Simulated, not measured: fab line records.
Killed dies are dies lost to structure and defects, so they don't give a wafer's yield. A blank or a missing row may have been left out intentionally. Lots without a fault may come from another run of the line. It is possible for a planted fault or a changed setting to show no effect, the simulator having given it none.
A single fault, viewed from 2 desks    flow sky130    each desk has only its own numbers; what lay behind them comes last

DESK OF THE TOOL OWNER: rie_si-01
The tool's own readings at SKY_FIELD_ISO_ETCH_17 (etches Si in HBr/Cl2/O2, target depth 342 nm, time 97.7 s): means of the sampled wafers that have a number, for each lot that ran on this tool. A lot is out of limits, marked OUT, if its mean lies more than 4 standard deviations from the usual mean; the brackets give that distance.
Columns: A = drypump_motor_current_A at SKY_FIELD_ISO_ETCH_17, usual 5.8 A; B = oes_product_au at SKY_FIELD_ISO_ETCH_17, usual 0.999 a.u.; C = run_length_s at SKY_FIELD_ISO_ETCH_17, usual 125.9 s; D = throttle_valve_pct at SKY_FIELD_ISO_ETCH_17, usual 25.656 %
lot   first seen here  A    B      C                 D
L143  day 2 10:23      5.8  1.001  126.4             25.660
L149  day 3 18:59      5.7  0.996  126.1             25.657
L152  day 4 10:00      5.8  1.001  123.7 (-5.5) OUT  25.653
This desk finds L152 out of limits, L152 being first, at day 4 10:00 (run_length_s at SKY_FIELD_ISO_ETCH_17). L143, L149 stayed within limits.

AT THE METROLOGY DESK
Means of the sampled wafers that have a number, per lot and without regard to the tool the lot ran on: this is what the gauges read. A lot is out of limits, marked OUT, if its mean lies more than 4 standard deviations from the usual mean; the brackets give that distance.
Columns: A = cd_nm at SKY_FIELD_ISO_CD_MEAS_13, usual 150.4 nm
lot   first seen here  A
L143  day 2 10:07      149.7
L149  day 3 18:40      150.2
L152  day 4 09:43      151.5
L158  day 5 17:16      153.3
L165  day 7 10:19      150.3
Result from this desk: across the 5 lots, nothing is out of limits.

PUT TOGETHER
At day 4 10:00, on L152, the tool owner's desk was in a position to raise an alarm.
Metrology desk: nothing out of limits seen.
The metrology desk holds a record of L152, inside its limits.
Every lot named ran SKY_FIELD_ISO_ETCH_17 on rie_si-01.

WHAT HAD BEEN PUT IN BY THE SIMULATOR
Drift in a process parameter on rie_si-01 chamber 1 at SKY_FIELD_ISO_ETCH_17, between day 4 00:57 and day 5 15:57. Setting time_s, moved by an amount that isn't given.
Lots struck among those shown: L152.
Hours from the fault's start to each desk's first reading out of limits: the tool owner's desk, 9.
